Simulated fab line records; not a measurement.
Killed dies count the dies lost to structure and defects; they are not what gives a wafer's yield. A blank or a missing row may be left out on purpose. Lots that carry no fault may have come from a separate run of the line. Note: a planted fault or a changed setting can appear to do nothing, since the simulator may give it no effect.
8D (eight disciplines) problem report, filled in by code + flow gf180mcu + the parts of the form that need people (team, actions taken, sign-off) are left out

## 1. WHAT IS WRONG
Mean MVSD_TW at GF_MVSD_TW_MEAS_11: 1294 over 6 wafers in 2 lots; fault-free wafers: 1564, standard deviation 13. Measured from the usual mean, that is -21 standard deviations.
Earliest sighting: wafer L394.2 on film-metro-03 at day 5 13:29. At this step, 36 wafers from 12 lots have a number in the record. The rule behind "out" and "out of limits": a value lying over 4 standard deviations away from the usual mean. Any other wafer with a number is counted as sound.

## 2. WHAT IT IS AND WHAT IT IS NOT
| question                    | is                     | is not                                                                                                        |
|-----------------------------|------------------------|---------------------------------------------------------------------------------------------------------------|
| which readings at this step | MVSD_TW                | -                                                                                                             |
| which lots                  | L394, L396             | L391, L392, L399, L403, L404, L405, L406, L409, L411, L413                                                    |
| which wafers of those lots  | all that have a number | -                                                                                                             |
| read on which gauges        | film-metro-03          | film-metro-01, film-metro-02                                                                                  |
| when                        | from day 5 13:29       | up to then (6 sound wafers); but 24 sound wafers of L399, L403, L404, L405, L406, L409, L411, L413 came after |

## 3. WHAT RULES OUT EACH SUSPECT
Counting: a tool at a process step up to the reading stays a suspect if it ran every lot that is out and no sound lot after the first of them.
- the gauge at GF_MVSD_TW_MEAS_11 has been ruled out. All the wafers that are out were read on film-metro-03, but those of them that GF_MVSD_IMPLANT_08 has rows for are out there too, on other tools.
- implanter-03 at GF_MVSD_IMPLANT_08: ruled out as a lasting fault. The sound lots L409 went through it after L394, its earliest lot that is out (day 5 13:05).
Left after counting: nothing in the record.

## 4. THE CAUSE (what the simulator had put in)
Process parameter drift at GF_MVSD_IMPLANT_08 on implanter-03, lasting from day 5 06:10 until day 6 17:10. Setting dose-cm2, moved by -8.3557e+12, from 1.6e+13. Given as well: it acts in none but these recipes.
The count ruled it out by mistake, since the rule takes a fault to strike every lot its tool runs from the start of the fault on, and this one did not do so.

## 5. THE EFFECT CHAIN, in route order
Rows list readings where the struck wafers' mean (over those with a number) sits beyond 3 standard deviations from the usual. Readings are gone through only where the record gives a usual standard deviation; hours: the median, over the lots, of the time from a lot's start at the first step in this table giving one to that lot's start at this step; sigmas: the change measured in usual standard deviations.
| hours | step                     | reading            | usual        | on struck wafers | change   | sigmas      |
|-------|--------------------------|--------------------|--------------|------------------|----------|-------------|
| 0     | GF_MVSD_IMPLANT_08       | dose-ions-cm2      | 1.6e+13      | 7.7e+12          | -8.3e+12 | -99 or more |
| 0     | GF_MVSD_IMPLANT_08       | faraday-current-uA | 90.2         | 43.4             | -46.8    | -26         |
| 0     | GF_MVSD_TW_MEAS_11       | MVSD_TW            | 1564         | 1294             | -270     | -21         |
| 81    | GF_VT_IMPLANT_RS_MEAS_46 | MVSD_RS            | 457.3 ohm/sq | 657.8            | +200.5   | +99 or more |
Process steps it contains:
- GF_MVSD_IMPLANT_08
Later measuring or inspecting steps at which every struck wafer that the step has a row for has a number for every such reading, and none has moved that far: GF_VT_IMPLANT_TW_MEAS_32.

## 6. HOW IT WOULD HAVE BEEN CAUGHT EARLIER
The first out-of-limits reading at a measuring or inspecting step in this record came at day 5 13:29, 7 hours after the fault's start at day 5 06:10.
The tool's own readings at GF_MVSD_IMPLANT_08 were out on every struck wafer that the step has a row for (dose-ions-cm2, faraday-current-uA): an alarm limit on them would have fired on the first of those.
